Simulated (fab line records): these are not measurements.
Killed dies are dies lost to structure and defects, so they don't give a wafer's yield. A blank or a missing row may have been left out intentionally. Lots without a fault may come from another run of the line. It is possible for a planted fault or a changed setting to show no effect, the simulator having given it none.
Which tool did it? :: flow gf180mcu :: 13 lots, 39 wafers sampled, at 4 steps of a route of 602

== WHAT THE GAUGES READ, wafer by wafer ==
GF_HV_LDD_CD_MEAS_46: the cd target is 400 nm.
lot: L580
measured: day 12 14:49
on: cd-sem-01
cd-nm (nm): 396.4 398.3 398.2

lot: L581
measured: day 13 02:20
on: cd-sem-02
cd-nm (nm): 398.5 397.0 399.6

lot: L582
measured: day 13 13:23
on: cd-sem-02
cd-nm (nm): 404.8 403.8 405.0

lot: L585
measured: day 14 05:56
on: cd-sem-02
cd-nm (nm): 401.4 404.3 404.4

lot: L586
measured: day 14 15:22
on: cd-sem-02
cd-nm (nm): 401.7 399.7 401.0

lot: L590
measured: day 15 16:50
on: cd-sem-02
cd-nm (nm): 405.5 402.8 404.2

lot: L591
measured: day 16 03:33
on: cd-sem-02
cd-nm (nm): 405.9 404.3 401.6

lot: L592
measured: day 16 14:59
on: cd-sem-01
cd-nm (nm): 405.0 403.2 404.9

lot: L595
measured: day 17 11:30
on: cd-sem-02
cd-nm (nm): 399.2 398.3 399.0

lot: L596
measured: day 17 22:26
on: cd-sem-01
cd-nm (nm): 403.4 401.5 399.7

lot: L597
measured: day 18 04:23
on: cd-sem-01
cd-nm (nm): 403.8 403.7 401.9

lot: L599
measured: day 18 17:59
on: cd-sem-02
cd-nm (nm): 398.0 396.1 397.1

lot: L603
measured: day 19 14:26
on: cd-sem-01
cd-nm (nm): 402.0 402.2 404.6

GF_HV_LDD_OVL_MEAS_47.
lot: L580
measured: day 12 14:55
on: overlay-02
HV_LDD_03_OVL (nm): 1.0 0.2 -0.3

lot: L581
measured: day 13 02:27
on: overlay-01
HV_LDD_03_OVL (nm): 0.0 -0.8 -1.0

lot: L582
measured: day 13 13:30
on: overlay-01
HV_LDD_03_OVL (nm): -0.8 1.0 0.7

lot: L585
measured: day 14 06:03
on: overlay-01
HV_LDD_03_OVL (nm): -2.1 -1.3 -2.7

lot: L586
measured: day 14 15:28
on: overlay-01
HV_LDD_03_OVL (nm): -1.1 -3.3 -2.5

lot: L590
measured: day 15 16:57
on: overlay-01
HV_LDD_03_OVL (nm): -0.9 -0.2 -1.4

lot: L591
measured: day 16 03:40
on: overlay-02
HV_LDD_03_OVL (nm): 0.5 0.9 0.1

lot: L592
measured: day 16 15:06
on: overlay-01
HV_LDD_03_OVL (nm): -1.8 0.2 -1.1

lot: L595
measured: day 17 11:37
on: overlay-01
HV_LDD_03_OVL (nm): -1.9 -5.1 -2.2

lot: L596
measured: day 17 22:31
on: overlay-01
HV_LDD_03_OVL (nm): 0.1 -0.9 -1.8

lot: L597
measured: day 18 04:30
on: overlay-02
HV_LDD_03_OVL (nm): 1.7 0.2 1.3

lot: L599
measured: day 18 18:04
on: overlay-01
HV_LDD_03_OVL (nm): 0.0 2.0 2.1

lot: L603
measured: day 19 14:31
on: overlay-02
HV_LDD_03_OVL (nm): 0.0 1.8 2.4

GF_SAB_THK_MEAS_01.
lot: L580
measured: day 14 11:04
on: film-metro-01
SAB_CVD_00_THK (nm): 49.7 50.9 50.8

lot: L581
measured: day 15 00:04
on: film-metro-04
SAB_CVD_00_THK (nm): 48.1 48.7 49.7

lot: L582
measured: day 15 12:29
on: film-metro-04
SAB_CVD_00_THK (nm): 49.7 50.0 50.0

lot: L585
measured: day 16 04:47
on: film-metro-04
SAB_CVD_00_THK (nm): 49.5 51.1 50.0

lot: L586
measured: day 16 15:34
on: film-metro-04
SAB_CVD_00_THK (nm): 50.2 50.4 50.8

lot: L590
measured: day 17 19:50
on: film-metro-03
SAB_CVD_00_THK (nm): 49.6 48.8 49.4

lot: L591
measured: day 18 05:51
on: film-metro-01
SAB_CVD_00_THK (nm): 49.4 49.8 50.4

lot: L592
measured: day 18 17:44
on: film-metro-03
SAB_CVD_00_THK (nm): 49.8 50.0 51.7

lot: L595
measured: day 19 15:45
on: film-metro-01
SAB_CVD_00_THK (nm): 36.5 36.7 37.3

lot: L596
measured: day 20 03:16
on: film-metro-01
SAB_CVD_00_THK (nm): 50.6 50.9 50.2

lot: L597
measured: day 20 09:20
on: film-metro-01
SAB_CVD_00_THK (nm): 36.0 36.7 36.9

lot: L599
measured: day 21 00:25
on: film-metro-01
SAB_CVD_00_THK (nm): 50.3 50.2 50.0

lot: L603
measured: day 21 18:17
on: film-metro-01
SAB_CVD_00_THK (nm): 50.1 51.3 51.1

== EACH LOT AND THE TOOL THAT RAN IT (in order: tool; ch and the chambers of the sampled wafers; start) ==
lot: L580
GF_SAB_CVD_00: pecvd-04 ch 0,1,2, day 14 11:01

lot: L581
GF_SAB_CVD_00: pecvd-02 ch 0,1,2, day 15 00:02

lot: L582
GF_SAB_CVD_00: pecvd-04 ch 0,1,2, day 15 12:28

lot: L585
GF_SAB_CVD_00: pecvd-02 ch 0,2, day 16 04:46

lot: L586
GF_SAB_CVD_00: pecvd-01 ch 0,2, day 16 15:31

lot: L590
GF_SAB_CVD_00: pecvd-02 ch 0,1, day 17 19:49

lot: L591
GF_SAB_CVD_00: pecvd-04 ch 1,2, day 18 05:49

lot: L592
GF_SAB_CVD_00: pecvd-02 ch 0,1,2, day 18 17:43

lot: L595
GF_SAB_CVD_00: pecvd-02 ch 0,1,2, day 19 15:43

lot: L596
GF_SAB_CVD_00: pecvd-01 ch 0,1,2, day 20 03:13

lot: L597
GF_SAB_CVD_00: pecvd-02 ch 0,1, day 20 09:19

lot: L599
GF_SAB_CVD_00: pecvd-01 ch 0,1,2, day 21 00:22

lot: L603
GF_SAB_CVD_00: pecvd-01 ch 0,1,2, day 21 18:15
- GF_SAB_CVD_00: deposits SiO2 from TEOS, target thk 50 nm, time 4.9302 s.

== AS READ BY THE TOOLS THEMSELVES (means over the sampled wafers that have a number; for cases with no such wafer, the mark the record gives instead) ==
GF_SAB_CVD_00.
lot: L580
tool: pecvd-04
heater-power-w (W): 717

lot: L581
tool: pecvd-02
heater-power-w (W): 655

lot: L582
tool: pecvd-04
heater-power-w (W): 713

lot: L585
tool: pecvd-02
heater-power-w (W): 768

lot: L586
tool: pecvd-01
heater-power-w (W): 673

lot: L590
tool: pecvd-02
heater-power-w (W): 674

lot: L591
tool: pecvd-04
heater-power-w (W): 718

lot: L592
tool: pecvd-02
heater-power-w (W): 706

lot: L595
tool: pecvd-02
heater-power-w (W): 718

lot: L596
tool: pecvd-01
heater-power-w (W): 674

lot: L597
tool: pecvd-02
heater-power-w (W): 629

lot: L599
tool: pecvd-01
heater-power-w (W): 702

lot: L603
tool: pecvd-01
heater-power-w (W): 657

== THE ANSWER, worked out from the rows above alone ==
Rule: what is usual is taken from the lots themselves. Put in order of their means at a reading, lots are off if they are a third of the lots or fewer, leave a main group of 4 or more, and stand apart from it by a gap of 3 or more times the standard deviation of the main group's means; of several such gaps the widest counts. If all means in a main group match to the digits the tables above print for the reading, that group is not used. Also off: a lot with no number at a reading for which 4 or more lots have one. The other lots that the step has rows for count as sound. Order of review: gauges by route order, followed by the tools' own readings, for which a lot's mean as printed above is used. At the first step where some lot is off, the reading lying furthest off is the one used; lots without a number count as furthest.
Off: L595, L597, seen at GF_SAB_THK_MEAS_01 (SAB_CVD_00_THK). The main group: mean 50.1 nm, standard deviation 0.57.
If a tool, at a process step before that reading, ran all the lots that are off and no sound lot after the first of them, it fits. The gauges at GF_SAB_THK_MEAS_01 are tried like those tools. One fits: GF_SAB_CVD_00 on pecvd-02. A fault onset in the window from L592 (day 18 17:43, its last sound lot) to L595 (day 19 15:43, its first lot off) fits.

== WHAT HAD BEEN PUT IN BY THE SIMULATOR ==
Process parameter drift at GF_SAB_CVD_00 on pecvd-02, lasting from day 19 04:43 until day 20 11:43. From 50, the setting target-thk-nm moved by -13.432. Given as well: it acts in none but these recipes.
Shown lots that were struck: L595, L597. The same result came from the rule above.
